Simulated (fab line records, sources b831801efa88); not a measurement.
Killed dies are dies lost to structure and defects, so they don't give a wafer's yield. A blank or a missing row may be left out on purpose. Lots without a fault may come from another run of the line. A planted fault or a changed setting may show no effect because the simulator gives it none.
fab line records | flow sky130
record lots=5 wafers=15 last_day=50
route steps=708 shown METAL2@485 VIA2@507
lots that met no fault: from a run of the same line without faults
start_h: hours from the record's first day to the start of the lot's first wafer shown | wait_h: hours since the lot's step before | " the same as in the row above | L1.1+2: a row that stands for several wafers | - no value, or no start given | * or withheld: withheld | < > ~ a bound
route shown NAME@n: a module of which the file shows steps, and the number in the route of the first | usual: mean/standard deviation of fault-free wafers | same: alike in all rows | chamber/n: place in a boat | sites: the reading at each site | _std_site: their standard deviation | _edge_site: outer sites' mean less inner sites' | radius_mm: how far each site lies from the wafer's centre | mask NAME#n: copy n | behind: the tool/chamber that last shaped the wafer | hold: why the lot was held/for how many hours/how that ended | device: the transistor (n, p or np) that didn't switch | end of line: the same wafers' tests at the end of the route | a step without rows: its recipe alone | killed: dies lost to structure and defects at the first sort, not the wafer's yield | map: a wafer's dies, x killed, . not, _ none there
set.NAME: the setting as run; set.NAME@STEP: as run at that earlier step | model.NAME: the simulator's own value behind a step, which no gauge read
lots at some steps of the route; a table a step, a row a wafer
services: from which hour (start_h, from the record's first day; less than 0 if before it) a tool's chamber was out of use, for how many hours, and why
## steps
# step SKY_METAL2_SPUTTER_02
# recipe material=AlCu target_thk_nm=250 power_w=10600 time_s=13.3 chamber_pressure_pa=0.4
# usual throttle_valve_pct=29.9/1
# columns lot.wafer tool chamber start_h wait_h throttle_valve_pct
L078.2 pvd_sputter-03 - 842.89 0.0 30.7
L078.3 " - " " 31.1
L078.4 " - " " 28.9
L089.1 pvd_sputter-01 - 908.91 0.0 30.8
L089.3 " - " " 29.3
L089.5 " - " " 29.1
L091.1 pvd_sputter-01 - 924.71 0.0 30.5
L091.4 " - " " 30.9
L091.6 " - " " 29.4
L093.2 pvd_sputter-04 - 932.18 0.0 28.8
L093.3 " - " " 27.5
L093.6 " - " " 28.7
L095.2 pvd_sputter-01 - 952.87 0.0 30.6
L095.4 " - " " 31.0
L095.5 " - " " 29.3
# step SKY_METAL2_SPUTTER_03
# recipe material=Ti target_thk_nm=5 power_w=3000 time_s=3.3 chamber_pressure_pa=0.4
# usual throttle_valve_pct=29.9/0.98
# columns lot.wafer tool chamber start_h wait_h throttle_valve_pct
L078.2 pvd_sputter-03 - 842.91 0.0 30.8
L078.3 " - " " 31.0
L078.4 " - " " 28.7
L089.1 pvd_sputter-01 - 908.94 0.0 31.1
L089.3 " - " " 29.3
L089.5 " - " " 29.3
L091.1 pvd_sputter-01 - 924.74 0.0 30.6
L091.4 " - " " 30.8
L091.6 " - " " 29.4
L093.2 pvd_sputter-04 - 932.20 0.0 28.5
L093.3 " - " " 27.3
L093.6 " - " " 28.7
L095.2 pvd_sputter-01 - 952.89 0.0 30.7
L095.4 " - " " 31.1
L095.5 " - " " 29.1
# step SKY_METAL2_SPUTTER_04
# recipe material=TiN target_thk_nm=70 power_w=6500 time_s=58.3 chamber_pressure_pa=0.4
# usual throttle_valve_pct=30.0/1
# columns lot.wafer tool chamber start_h wait_h throttle_valve_pct
L078.2 pvd_sputter-03 - 842.93 0.0 30.8
L078.3 " - " " 31.2
L078.4 " - " " 28.6
L089.1 pvd_sputter-01 - 908.96 0.0 31.2
L089.3 " - " " 29.2
L089.5 " - " " 29.3
L091.1 pvd_sputter-01 - 924.75 0.0 30.6
L091.4 " - " " 30.5
L091.6 " - " " 29.4
L093.2 pvd_sputter-04 - 932.22 0.0 28.8
L093.3 " - " " 28.0
L093.6 " - " " 28.8
L095.2 pvd_sputter-01 - 952.91 0.0 30.9
L095.4 " - " " 31.0
L095.5 " - " " 29.2
# step SKY_METAL2_RS_MEAS_05
# recipe thk_meas_gauge=four-point-probe reads=TiN_of_METAL2_SPUTTER_04+Ti_of_METAL2_SPUTTER_03+AlCu_of_METAL2_SPUTTER_02+TiN_of_METAL2_SPUTTER_01+Ti_of_METAL2_SPUTTER_00
# usual METAL2_ALCU_RS=0.1268/0.0013
# columns lot.wafer tool chamber start_h wait_h METAL2_ALCU_RS[ohm/sq]
L078.2 film_metro-01 - 843.02 0.1 0.1263
L078.3 " - " " 0.1265
L078.4 " - " " 0.1270
L089.1 film_metro-01 - 909.01 0.0 0.1278
L089.3 " - " " 0.1276
L089.5 " - " " 0.1277
L091.1 film_metro-03 - 924.80 0.0 0.1298
L091.4 " - " " 0.1255
L091.6 " - " " 0.1280
L093.2 film_metro-04 - 932.29 0.0 0.1267
L093.3 " - " " 0.1260
L093.6 " - " " 0.1258
L095.2 film_metro-04 - 952.98 0.0 0.1264
L095.4 " - " " 0.1270
L095.5 " - " " 0.1263
# step SKY_METAL2_THK_MEAS_06
# recipe thk_meas_gauge=xrf reads=AlCu_of_METAL2_SPUTTER_02
# usual METAL2_ALCU_THK=253/3.1
# columns lot.wafer tool chamber start_h wait_h METAL2_ALCU_THK[nm]
L078.2 film_metro-01 - 843.13 0.1 256
L078.3 " - " " 254
L078.4 " - " " 254
L089.1 film_metro-01 - 909.13 0.1 253
L089.3 " - " " 252
L089.5 " - " " 253
L091.1 film_metro-03 - 924.92 0.1 248
L091.4 " - " " 255
L091.6 " - " " 250
L093.2 film_metro-04 - 932.40 0.1 253
L093.3 " - " " 253
L093.6 " - " " 252
L095.2 film_metro-04 - 953.09 0.1 252
L095.4 " - " " 253
L095.5 " - " " 254
# step SKY_METAL2_DEHYDRATE_07
# recipe temp_c=200 time_s=60
# usual chill_plate_temp_C=23.02/0.098 heater_power_total_W=160.38/0.14
# columns lot.wafer tool chamber start_h wait_h chill_plate_temp_C heater_power_total_W
L078.2 litho_track-03 0 854.42 11.3 22.96 160.65
L078.3 " 0 " " 23.10 160.57
L078.4 " 0 " " 23.02 160.20
L089.1 litho_track-02 0 921.74 12.6 23.06 160.31
L089.3 " 0 " " 22.89 160.60
L089.5 " 0 " " 22.91 160.51
L091.1 litho_track-03 0 935.95 11.0 22.99 160.39
L091.4 " 0 " " 23.20 160.45
L091.6 " 0 " " 23.15 160.20
L093.2 litho_track-01 0 944.71 12.3 22.75 160.34
L093.3 " 0 " " 22.98 160.35
L093.6 " 0 " " 22.92 160.53
L095.2 litho_track-01 0 964.71 11.6 22.99 160.28
L095.4 " 0 " " 22.90 160.19
L095.5 " 0 " " 22.77 160.34
# step SKY_METAL2_HMDS_08
# recipe prime_time_s=60 prime_temp_c=120
# usual chill_plate_temp_C=22.99/0.11
# columns lot.wafer tool chamber start_h wait_h chill_plate_temp_C
L078.2 litho_track-03 0 854.57 0.1 22.94
L078.3 " 0 " " 22.91
L078.4 " 0 " " 22.84
L089.1 litho_track-02 0 921.89 0.1 23.12
L089.3 " 0 " " 22.86
L089.5 " 0 " " 23.03
L091.1 litho_track-03 0 936.10 0.1 22.95
L091.4 " 0 " " 23.24
L091.6 " 0 " " 23.12
L093.2 litho_track-01 0 944.86 0.1 23.00
L093.3 " 0 " " 23.03
L093.6 " 0 " " 22.89
L095.2 litho_track-01 0 964.86 0.1 22.94
L095.4 " 0 " " 22.84
L095.5 " 0 " " 23.08
# step SKY_METAL2_COAT_09
# recipe resist=BARC temp_c=withheld time_s=withheld spin_rpm=3000 resist_thk_nm=60
# usual chill_plate_temp_C=*
# columns lot.wafer tool chamber start_h wait_h chill_plate_temp_C
L078.2 litho_track-03 0 854.72 0.1 *
L078.3 " 0 " " *
L078.4 " 0 " " *
L089.1 litho_track-02 0 922.04 0.1 *
L089.3 " 0 " " *
L089.5 " 0 " " *
L091.1 litho_track-03 0 936.25 0.1 *
L091.4 " 0 " " *
L091.6 " 0 " " *
L093.2 litho_track-01 0 945.01 0.1 *
L093.3 " 0 " " *
L093.6 " 0 " " *
L095.2 litho_track-01 0 965.01 0.1 *
L095.4 " 0 " " *
L095.5 " 0 " " *
# step SKY_METAL2_COAT_10
# recipe resist=KrF-thick spin_rpm=3000 resist_thk_nm=450
# usual chill_plate_temp_C=23.02/0.12
# columns lot.wafer tool chamber start_h wait_h chill_plate_temp_C
L078.2 litho_track-03 0 - - 22.87
L078.3 " 0 " " 22.80
L078.4 " 0 " " 22.73
L089.1 litho_track-02 0 - - 23.00
L089.3 " 0 " " 23.09
L089.5 " 0 " " 23.09
L091.1 litho_track-03 0 - - 23.05
L091.4 " 0 " " 23.18
L091.6 " 0 " " 23.18
L093.2 litho_track-01 0 - - 23.09
L093.3 " 0 " " 23.05
L093.6 " 0 " " 23.02
L095.2 litho_track-01 0 - - 22.91
L095.4 " 0 " " 22.95
L095.5 " 0 " " 22.90
# step SKY_METAL2_SOFTBAKE_11
# recipe temp_c=100 time_s=90 resist=KrF-thick
# usual chill_plate_temp_C=22.98/0.11 heater_power_total_W=57.34/0.11
# columns lot.wafer tool chamber start_h wait_h chill_plate_temp_C heater_power_total_W
L078.2 litho_track-03 0 - - 22.91 57.14
L078.3 " 0 " " 22.83 57.41
L078.4 " 0 " " 23.00 57.18
L089.1 litho_track-02 0 - - 23.07 57.32
L089.3 " 0 " " 22.94 57.36
L089.5 " 0 " " 22.96 57.21
L091.1 litho_track-03 0 - - 22.69 57.53
L091.4 " 0 " " 22.92 57.41
L091.6 " 0 " " 22.91 57.31
L093.2 litho_track-01 0 - - 22.99 57.54
L093.3 " 0 " " 22.96 57.43
L093.6 " 0 " " 23.19 57.23
L095.2 litho_track-01 0 - - 22.88 57.51
L095.4 " 0 " " 22.88 57.28
L095.5 " 0 " " 23.09 57.34
# step SKY_METAL2_EXPOSE_12
# recipe mask_id=MM2 na=0.8 source_shape=annular sigma_inner=0.55 sigma_outer=0.85 target_cd_nm=140 dose_mj=28
# columns lot.wafer tool chamber start_h wait_h mask
L078.2+3+4 krf_scanner-02 0 - - MM2#0
L089.1+3+5 krf_scanner-02 0 - - MM2#0
L091.1+4+6 krf_scanner-01 0 - - MM2#0
L093.2+3+6 krf_scanner-02 0 - - MM2#0
L095.2+4+5 krf_scanner-02 0 - - MM2#0
# step SKY_METAL2_PEB_13
# recipe peb_temp_c=withheld peb_time_s=withheld resist=KrF-thick
# usual chill_plate_temp_C=*
# columns lot.wafer tool chamber start_h wait_h chill_plate_temp_C
L078.2 litho_track-01 0 - - *
L078.3 " 0 " " *
L078.4 " 0 " " *
L089.1 litho_track-01 0 - - *
L089.3 " 0 " " *
L089.5 " 0 " " *
L091.1 litho_track-02 0 - - *
L091.4 " 0 " " *
L091.6 " 0 " " *
L093.2 litho_track-03 0 - - *
L093.3 " 0 " " *
L093.6 " 0 " " *
L095.2 litho_track-01 0 - - *
L095.4 " 0 " " *
L095.5 " 0 " " *
# step SKY_METAL2_DEVELOP_14
# recipe develop_time_s=60 resist=KrF-thick dev_temp_c=21
# usual chill_plate_temp_C=22.99/0.11
# columns lot.wafer tool chamber start_h wait_h chill_plate_temp_C
L078.2 litho_track-01 0 - - 23.24
L078.3 " 0 " " 23.06
L078.4 " 0 " " 23.08
L089.1 litho_track-01 0 - - 23.04
L089.3 " 0 " " 23.14
L089.5 " 0 " " 23.06
L091.1 litho_track-02 0 - - 23.18
L091.4 " 0 " " 23.12
L091.6 " 0 " " 23.00
L093.2 litho_track-03 0 - - 22.80
L093.3 " 0 " " 22.86
L093.6 " 0 " " 22.79
L095.2 litho_track-01 0 - - 23.05
L095.4 " 0 " " 23.17
L095.5 " 0 " " 22.71
# step SKY_METAL2_CD_MEAS_15
# recipe target_cd_nm=140
# usual cd_nm=139.8/1.4
# columns lot.wafer tool chamber start_h wait_h cd_nm
L078.2 cd_sem-02 - 868.96 - 139.4
L078.3 " - " " 139.2
L078.4 " - " " 140.1
L089.1 cd_sem-01 - 933.74 - 138.0
L089.3 " - " " 139.0
L089.5 " - " " 139.5
L091.1 cd_sem-02 - 949.59 - 140.5
L091.4 " - " " 140.6
L091.6 " - " " 140.8
L093.2 cd_sem-01 - 956.82 - 140.3
L093.3 " - " " 140.5
L093.6 " - " " 139.1
L095.2 cd_sem-02 - 977.46 - 142.9
L095.4 " - " " 143.5
L095.5 " - " " 141.5
# step SKY_METAL2_OVL_MEAS_16
# usual METAL2_OVL=-1/5.1
# columns lot.wafer tool chamber start_h wait_h METAL2_OVL[nm]
L078.2 overlay-01 - 869.06 0.1 4
L078.3 " - " " -4
L078.4 " - " " 4
L089.1 overlay-02 - 933.86 0.1 7
L089.3 " - " " 3
L089.5 " - " " 2
L091.1 overlay-02 - 949.71 0.1 -3
L091.4 " - " " -5
L091.6 " - " " -5
L093.2 overlay-02 - 956.93 0.1 0
L093.3 " - " " 3
L093.6 " - " " 1
L095.2 overlay-01 - 977.57 0.1 7
L095.4 " - " " 3
L095.5 " - " " 7
# step SKY_METAL2_DESCUM_17
# recipe chemistry=O2 source_power_w=150 bias_power_w=0 pressure_mtorr=10 temp_c=40 time_s=8
# usual drypump_motor_current_A=5.5/0.5 oes_product_au=0.998/0.01 temp_c=40.00/0.12
# columns lot.wafer tool chamber start_h wait_h drypump_motor_current_A oes_product_au rf_hours_counter_h temp_c
L078.2 rie_metal-01 0 869.09 0.0 5.9 1.014 7 39.71
L078.3 " 0 " " 5.9 1.008 - 39.93
L078.4 " 1 " " 4.7 1.007 - 39.86
L089.1 rie_metal-02 0 933.89 0.0 5.7 0.999 15 39.98
L089.3 " 1 " " 5.9 0.996 - 40.10
L089.5 " 0 " " 5.8 0.983 - 39.94
L091.1 rie_metal-01 1 949.74 0.0 4.7 1.006 14 40.15
L091.4 " 1 " " 4.7 1.004 - 40.04
L091.6 " 0 " " 5.9 1.021 - 39.93
L093.2 rie_metal-02 0 956.96 0.0 5.8 0.993 16 39.87
L093.3 " 0 " " 5.8 0.986 - 39.96
L093.6 " 1 " " 6.0 0.994 - 40.15
L095.2 rie_metal-02 0 977.60 0.0 5.8 1.000 17 40.16
L095.4 " 1 " " 5.8 0.994 - 39.86
L095.5 " 1 " " 5.9 0.980 - 39.91
# step SKY_METAL2_ETCH_18
# recipe chemistry=N2/H2 target=BARC ion_energy_ev=200 bias_w=100 pressure_mtorr=30 n2_flow_sccm=100 h2_flow_sccm=200 icp_w=500 stop_on=SiO2 time_s=45.9 target_depth_a=600
# usual drypump_motor_current_A=5.5/0.5 n2_flow_sccm=100.03/0.29 oes_product_au=0.855/0.0048 throttle_valve_pct=13.225/0.0095
# columns lot.wafer tool chamber start_h wait_h drypump_motor_current_A n2_flow_sccm oes_product_au rf_hours_counter_h throttle_valve_pct
L078.2 rie_metal-01 0 869.13 0.0 5.9 99.75 0.863 7 13.235
L078.3 " 0 " " 5.9 99.90 0.863 - 13.200
L078.4 " 1 " " 4.7 100.13 0.856 - 13.213
L089.1 rie_metal-02 0 933.93 0.0 5.8 100.01 0.862 15 13.228
L089.3 " 1 " " 5.9 99.44 0.850 - 13.214
L089.5 " 0 " " 5.8 100.39 0.860 - 13.217
L091.1 rie_metal-01 1 949.78 0.0 4.7 100.01 0.860 14 13.233
L091.4 " 1 " " 4.7 100.10 0.848 - 13.235
L091.6 " 0 " " 5.9 100.24 0.846 - 13.237
L093.2 rie_metal-02 0 956.99 0.0 5.8 100.15 0.847 16 13.229
L093.3 " 0 " " 5.8 100.49 0.853 - 13.230
L093.6 " 1 " " 5.9 99.90 0.858 - 13.222
L095.2 rie_metal-02 0 977.63 0.0 5.8 100.13 0.857 17 13.231
L095.4 " 1 " " 5.9 100.34 0.850 - 13.241
L095.5 " 1 " " 5.9 100.44 0.853 - 13.218
# step SKY_METAL2_METAL_ETCH_19
# recipe target_depth_a=3600 stop_on=SiO2 over_etch_frac=0.3 time_s=78 chemistry=Cl2/BCl3 resist_sidewall_deg=88 pressure_mtorr=10 icp_w=900 bias_w=48.5 Cl2_flow_sccm=60 bcl3_flow_sccm=30
# usual drypump_motor_current_A=5.5/0.5 oes_product_au=0.855/0.0059 throttle_valve_pct=22.265/0.0096
# same over_etch_frac=0.3
# columns lot.wafer tool chamber start_h wait_h drypump_motor_current_A oes_product_au rf_hours_counter_h throttle_valve_pct
L078.2 rie_metal-01 0 869.19 0.0 5.9 0.864 7 22.272
L078.3 " 0 " " 5.9 0.852 - 22.249
L078.4 " 1 " " 4.7 0.845 - 22.279
L089.1 rie_metal-02 0 933.99 0.0 5.8 0.851 15 22.267
L089.3 " 1 " " 5.9 0.850 - 22.263
L089.5 " 0 " " 5.8 0.861 - 22.282
L091.1 rie_metal-01 1 949.84 0.0 4.7 0.840 14 22.273
L091.4 " 1 " " 4.7 0.863 - 22.277
L091.6 " 0 " " 5.9 0.849 - 22.275
L093.2 rie_metal-02 0 957.05 0.0 5.8 0.858 16 22.262
L093.3 " 0 " " 5.8 0.858 - 22.283
L093.6 " 1 " " 5.9 0.857 - 22.263
L095.2 rie_metal-02 0 977.69 0.0 5.8 0.863 17 22.241
L095.4 " 1 " " 5.9 0.856 - 22.273
L095.5 " 1 " " 5.9 0.858 - 22.263
# step SKY_METAL2_STRIP_20
# recipe chemistry=O2/N2 power_w=1400 pressure_mtorr=1500 platen_temp_c=withheld o2_flow_sccm=3000 n2_flow_sccm=300 overash_fraction=0.5
# usual drypump_motor_current_A=5.5/0.43 n2_flow_sccm=300.1/0.87 oes_product_au=0.344/0.0051 strip_time_to_endpoint_s=2.71/0.047
# same overash_fraction=0.5
# columns lot.wafer tool chamber start_h wait_h drypump_motor_current_A n2_flow_sccm oes_product_au rf_hours_counter_h strip_time_to_endpoint_s
L078.2 plasma_asher-03 1 869.28 0.1 5.5 300.3 0.344 10 2.67
L078.3 " 1 " " 5.5 299.1 0.343 - 2.67
L078.4 " 0 " " 4.8 299.6 0.346 - 2.72
L089.1 plasma_asher-04 1 934.08 0.1 5.6 300.7 0.350 50 2.74
L089.3 " 0 " " 5.3 300.9 0.347 - 2.73
L089.5 " 1 " " 5.6 300.5 0.349 - 2.76
L091.1 plasma_asher-02 1 949.93 0.1 6.1 299.7 0.351 117 2.70
L091.4 " 1 " " 6.1 299.4 0.347 - 2.72
L091.6 " 1 " " 6.1 300.5 0.338 - 2.63
L093.2 plasma_asher-04 0 957.14 0.1 5.3 301.6 0.348 52 2.75
L093.3 " 1 " " 5.6 299.4 0.353 - 2.77
L093.6 " 0 " " 5.3 301.0 0.347 - 2.74
L095.2 plasma_asher-03 1 977.78 0.1 5.5 300.6 0.343 22 2.73
L095.4 " 0 " " 4.8 299.0 0.345 - 2.76
L095.5 " 0 " " 4.8 300.5 0.352 - 2.74
# step SKY_METAL2_STRIP_21
# recipe chemistry=post_etch_residue_remover time_s=1200 temp_c=72.5
# usual temp_c=72.50/0.11
# columns lot.wafer tool chamber start_h wait_h temp_c
L078.2 wet_bench-01 0 869.38 0.1 72.60
L078.3 " 0 " " 72.19
L078.4 " 0 " " 72.48
L089.1 wet_bench-02 3 934.18 0.1 72.52
L089.3 " 3 " " 72.63
L089.5 " 3 " " 72.60
L091.1 wet_bench-02 2 950.03 0.1 72.36
L091.4 " 2 " " 72.55
L091.6 " 2 " " 72.32
L093.2 wet_bench-03 1 957.24 0.1 72.60
L093.3 " 1 " " 72.56
L093.6 " 1 " " 72.54
L095.2 wet_bench-03 1 977.88 0.1 72.41
L095.4 " 1 " " 72.44
L095.5 " 1 " " 72.46
# step SKY_METAL2_CLEAN_22
# recipe chemistry=IPA time_s=180 temp_c=25
# usual temp_c=25.01/0.098
# columns lot.wafer tool chamber start_h wait_h temp_c
L078.2 wet_bench-03 1 869.72 0.0 24.98
L078.3 " 1 " " 25.06
L078.4 " 1 " " 24.91
L089.1 wet_bench-03 3 934.52 0.0 25.02
L089.3 " 3 " " 25.09
L089.5 " 3 " " 25.13
L091.1 wet_bench-02 3 950.37 0.0 25.02
L091.4 " 3 " " 24.93
L091.6 " 3 " " 25.04
L093.2 wet_bench-02 2 957.58 0.0 25.17
L093.3 " 2 " " 25.01
L093.6 " 2 " " 24.96
L095.2 wet_bench-01 0 978.25 0.0 25.05
L095.4 " 0 " " 24.96
L095.5 " 0 " " 24.83
# step SKY_METAL2_CLEAN_23
# recipe chemistry=O3/DIW dry=n2_spin
# columns lot.wafer tool chamber start_h wait_h
L078.2+3+4 wet_bench-02 2 869.78 0.0
L089.1+3+5 wet_bench-02 3 934.58 0.0
L091.1+4+6 wet_bench-02 3 950.43 0.0
L093.2+3+6 wet_bench-01 3 957.64 0.0
L095.2+4+5 wet_bench-02 1 978.31 0.0
# step SKY_VIA2_HDPCVD_00
# recipe material=SiO2 target_thk_nm=1180 sigma_open_frac=0.3 time_s=196.7 temp_c=400 sih4_flow_sccm=60 pressure_mtorr=6
# usual susceptor_temp_C=400.03/0.21
# columns lot.wafer tool chamber start_h wait_h susceptor_temp_C
L078.2 hdpcvd-01 0 869.87 0.0 399.90
L078.3 " 1 " " 399.69
L078.4 " 1 " " 400.04
L089.1 hdpcvd-02 0 934.67 0.0 400.09
L089.3 " 1 " " 399.84
L089.5 " 1 " " 400.01
L091.1 hdpcvd-02 0 950.52 0.0 400.33
L091.4 " 0 " " 400.00
L091.6 " 1 " " 400.25
L093.2 hdpcvd-02 1 957.73 0.0 400.12
L093.3 " 0 " " 400.24
L093.6 " 0 " " 400.06
L095.2 hdpcvd-01 2 978.40 0.0 400.28
L095.4 " 0 " " 400.34
L095.5 " 2 " " 400.63
# step SKY_VIA2_THK_MEAS_01
# recipe reads=SiO2_of_VIA2_HDPCVD_00
# usual VIA2_HDPCVD_THK=1185/11
# columns lot.wafer tool chamber start_h wait_h VIA2_HDPCVD_THK[nm]
L078.2 film_metro-03 - 870.02 0.1 1191
L078.3 " - " " 1204
L078.4 " - " " 1197
L089.1 film_metro-02 - 934.80 0.1 1183
L089.3 " - " " 1190
L089.5 " - " " 1193
L091.1 film_metro-02 - 950.65 0.1 1182
L091.4 " - " " 1180
L091.6 " - " " 1194
L093.2 film_metro-02 - 957.87 0.1 1175
L093.3 " - " " 1179
L093.6 " - " " 1171
L095.2 film_metro-01 - 978.54 0.1 1209
L095.4 " - " " 1201
L095.5 " - " " 1211
# step SKY_VIA2_CMP_02
# recipe material=SiO2 down_force_psi=4 platen_rpm=60 pad_velocity_m_s=0.94248
# usual motor_current_A=12.3/0.93
# columns lot.wafer tool chamber start_h wait_h motor_current_A
L078.4 cmp-01 0 870.07 0.0 11.9
L078.3 " 1 " " 11.7
L078.2 " 3 " " 10.8
L089.3 cmp-01 1 934.91 0.1 11.7
L089.1 " 2 " " 13.5
L089.5 " 0 " " 12.5
L091.4 cmp-02 2 950.71 0.0 13.2
L091.1 " 3 " " 12.4
L091.6 " 3 " " 11.3
L093.3 cmp-01 1 958.02 0.1 11.8
L093.2 " 2 " " 13.8
L093.6 " 3 " " 10.5
L095.4 cmp-01 1 978.85 0.3 11.9
L095.2 " 3 " " 10.1
L095.5 " 2 " " 13.6
# step SKY_VIA2_BOW_MEAS_03
# recipe mode=bow
# usual VIA2_BOW=87/7.3
# columns lot.wafer tool chamber start_h wait_h VIA2_BOW[um]
L078.2 film_metro-03 - 870.39 0.1 84
L078.3 " - " " 78
L078.4 " - " " 80
L089.1 film_metro-03 - 935.16 0.1 86
L089.3 " - " " 83
L089.5 " - " " 75
L091.1 film_metro-03 - 951.01 0.2 94
L091.4 " - " " 78
L091.6 " - " " 87
L093.2 film_metro-01 - 958.24 0.1 97
L093.3 " - " " 82
L093.6 " - " " 87
L095.2 film_metro-02 - 979.17 0.2 103
L095.4 " - " " 93
L095.5 " - " " 101
# step SKY_VIA2_DEHYDRATE_04
# recipe temp_c=200 time_s=60
# usual chill_plate_temp_C=23.01/0.11 heater_power_total_W=160.36/0.12
# columns lot.wafer tool chamber start_h wait_h chill_plate_temp_C heater_power_total_W
L078.2 litho_track-01 0 881.76 11.4 22.92 160.51
L078.3 " 0 " " 22.83 160.57
L078.4 " 0 " " 22.94 160.19
L089.1 litho_track-03 0 947.75 12.6 23.06 160.54
L089.3 " 0 " " 23.17 160.48
L089.5 " 0 " " 23.00 160.48
L091.1 litho_track-01 0 961.74 10.7 22.90 160.49
L091.4 " 0 " " 23.01 160.42
L091.6 " 0 " " 22.93 160.31
L093.2 litho_track-04 0 970.03 11.8 22.95 160.41
L093.3 " 0 " " 23.17 160.42
L093.6 " 0 " " 23.18 160.47
L095.2 litho_track-01 0 990.41 11.2 23.02 160.64
L095.4 " 0 " " 23.06 160.49
L095.5 " 0 " " 23.14 160.24
# step SKY_VIA2_HMDS_05
# recipe prime_time_s=60 prime_temp_c=120
# usual chill_plate_temp_C=23.01/0.11
# columns lot.wafer tool chamber start_h wait_h chill_plate_temp_C
L078.2 litho_track-01 0 881.91 0.1 23.12
L078.3 " 0 " " 22.84
L078.4 " 0 " " 22.97
L089.1 litho_track-03 0 947.90 0.1 22.97
L089.3 " 0 " " 22.99
L089.5 " 0 " " 22.99
L091.1 litho_track-01 0 961.89 0.1 23.10
L091.4 " 0 " " 23.01
L091.6 " 0 " " 23.12
L093.2 litho_track-04 0 970.18 0.1 23.04
L093.3 " 0 " " 22.93
L093.6 " 0 " " 23.10
L095.2 litho_track-01 0 990.56 0.1 23.20
L095.4 " 0 " " 23.00
L095.5 " 0 " " 23.19
## services
# columns tool chamber start_h hours kind
krf_scanner-02 - 819.76 0.8 pm
pvd_sputter-03 - 830.00 3.5 repair
krf_scanner-02 - 834.07 2.0 repair
krf_scanner-02 - 857.72 2.9 repair
krf_scanner-02 - 871.82 4.4 pm
hdpcvd-01 - 872.91 1.5 repair
cmp-01 - 880.59 1.3 repair
krf_scanner-02 - 891.56 1.0 pm
hdpcvd-02 - 902.89 2.1 repair
krf_scanner-02 - 903.80 0.2 repair
krf_scanner-02 - 911.54 1.3 pm
hdpcvd-02 - 912.21 6.0 pm
pvd_sputter-04 - 921.83 1.7 repair
hdpcvd-02 - 930.42 2.8 pm
hdpcvd-01 1 932.10 15.7 repair
pvd_sputter-04 - 942.29 3.1 repair
hdpcvd-01 - 950.25 15.0 pm
plasma_asher-04 - 955.71 0.8 repair
plasma_asher-03 - 956.20 0.9 repair
rie_metal-01 1 960.72 5.6 repair
hdpcvd-01 2 960.80 4.0 repair
cmp-01 - 961.76 6.2 pm
wet_bench-03 - 988.29 1.6 repair
krf_scanner-02 - 988.56 0.8 pm
## key
fault none
